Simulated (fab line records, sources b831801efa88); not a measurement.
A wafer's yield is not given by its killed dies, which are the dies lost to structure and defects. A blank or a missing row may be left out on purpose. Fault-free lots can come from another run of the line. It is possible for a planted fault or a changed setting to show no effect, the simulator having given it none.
Commonality check across tools	flow gf180mcu	45 wafers sampled across 13 lots

## WHY IT WAS OPENED
Of 13 lots, 2 have the reading MVSD_TW flagged at GF_MVSD_TW_MEAS_11. Fault-free wafers read 1582, with a standard deviation of 11.
Rule: a lot is flagged when every wafer of it that has a number lies more than 4 standard deviations from that mean, or none has a number. The other lots count as sound.

lot	measured	on	MVSD_TW, wafer by wafer	flag
L643	day 4 09:22	film-metro-04	1574 1576 1581	
L645	day 5 01:26	film-metro-04	1573 1570 1567	
L646	day 5 04:41	film-metro-03	1598 1595 1583	
L648	day 5 16:38	film-metro-04	1566 1578 1566	
L649	day 5 23:07	film-metro-01	1580 1579 1572	
L651	day 6 09:08	film-metro-03	1595 1596 1596	
L653	day 6 20:56	film-metro-03	1697 1699 1699 1705 1694 1693	FLAGGED
L654	day 7 02:09	film-metro-03	1581 1575 1578	
L655	day 7 08:11	film-metro-03	1696 1706 1696 1688 1696 1695	FLAGGED
L663	day 9 07:13	film-metro-03	1603 1594 1594	
L664	day 9 10:59	film-metro-03	1603 1601 1593	
L665	day 9 22:23	film-metro-01	1573 1577 1583	
L666	day 10 07:02	film-metro-01	1587 1587 1596	
Average over the flagged lots: 1697; offset from the usual +115, equal to +10 standard deviations.

## LOT BY LOT: THE TOOL USED
The record keeps 1 process step preceding the reading, out of 602 steps on the route. Cell contents, in order: the tool; ch with the chambers the sampled wafers went through; the start.
lot	flag	GF_MVSD_IMPLANT_08
L643		implanter-04 ch 0, day 4 09:00
L645		implanter-04 ch 0, day 5 01:04
L646		implanter-04 ch 0, day 5 04:17
L648		implanter-04 ch 0, day 5 16:14
L649		implanter-04 ch 0, day 5 22:46
L651		implanter-01 ch 0, day 6 08:44
L653	FLAGGED	implanter-01 ch 0, day 6 20:34
L654		implanter-04 ch 0, day 7 01:46
L655	FLAGGED	implanter-01 ch 0, day 7 07:47
L663		implanter-02 ch 0, day 9 06:49
L664		implanter-04 ch 0, day 9 10:35
L665		implanter-01 ch 0, day 9 21:59
L666		implanter-01 ch 0, day 10 06:38
These steps, and what they do:
- GF_MVSD_IMPLANT_08
- GF_MVSD_TW_MEAS_11

## FLAGGED AGAINST TOTAL, ONE TOOL AT A TIME (gauges that did the reading follow at the end)
step	tool	lots run	flagged	share of the flagged lots	sound lots run after its first flagged lot
GF_MVSD_IMPLANT_08	implanter-01	5	2	all	2 (L665,L666)
GF_MVSD_IMPLANT_08	implanter-02	1	0	none	-
GF_MVSD_IMPLANT_08	implanter-04	7	0	none	-
GF_MVSD_TW_MEAS_11	film-metro-01	3	0	none	-
GF_MVSD_TW_MEAS_11	film-metro-03	7	2	all	3 (L654,L663,L664)
GF_MVSD_TW_MEAS_11	film-metro-04	3	0	none	-

## WHAT THE TABLE PERMITS
Rows of the table that ran all the flagged lots, 2 in number: implanter-01 at GF_MVSD_IMPLANT_08; film-metro-03 at GF_MVSD_TW_MEAS_11.
- implanter-01 at GF_MVSD_IMPLANT_08: 2 of its 5 lots flagged. Sound lots ran on it after the first flagged one (L665, L666), which a lasting fault on the whole tool wouldn't allow. Its own readings (dose-ions-cm2, faraday-current-uA) fall more than 4 standard deviations out on all wafers of the flagged lots.
- film-metro-03 at GF_MVSD_TW_MEAS_11: 2 of its 7 lots flagged. Sound lots ran on it after the first flagged one (L654, L663, L664), which a lasting fault on the whole tool wouldn't allow.
Every row of the table either missed a flagged lot or ran a sound lot after the first.

## WHAT THE SIMULATOR HAD INSERTED
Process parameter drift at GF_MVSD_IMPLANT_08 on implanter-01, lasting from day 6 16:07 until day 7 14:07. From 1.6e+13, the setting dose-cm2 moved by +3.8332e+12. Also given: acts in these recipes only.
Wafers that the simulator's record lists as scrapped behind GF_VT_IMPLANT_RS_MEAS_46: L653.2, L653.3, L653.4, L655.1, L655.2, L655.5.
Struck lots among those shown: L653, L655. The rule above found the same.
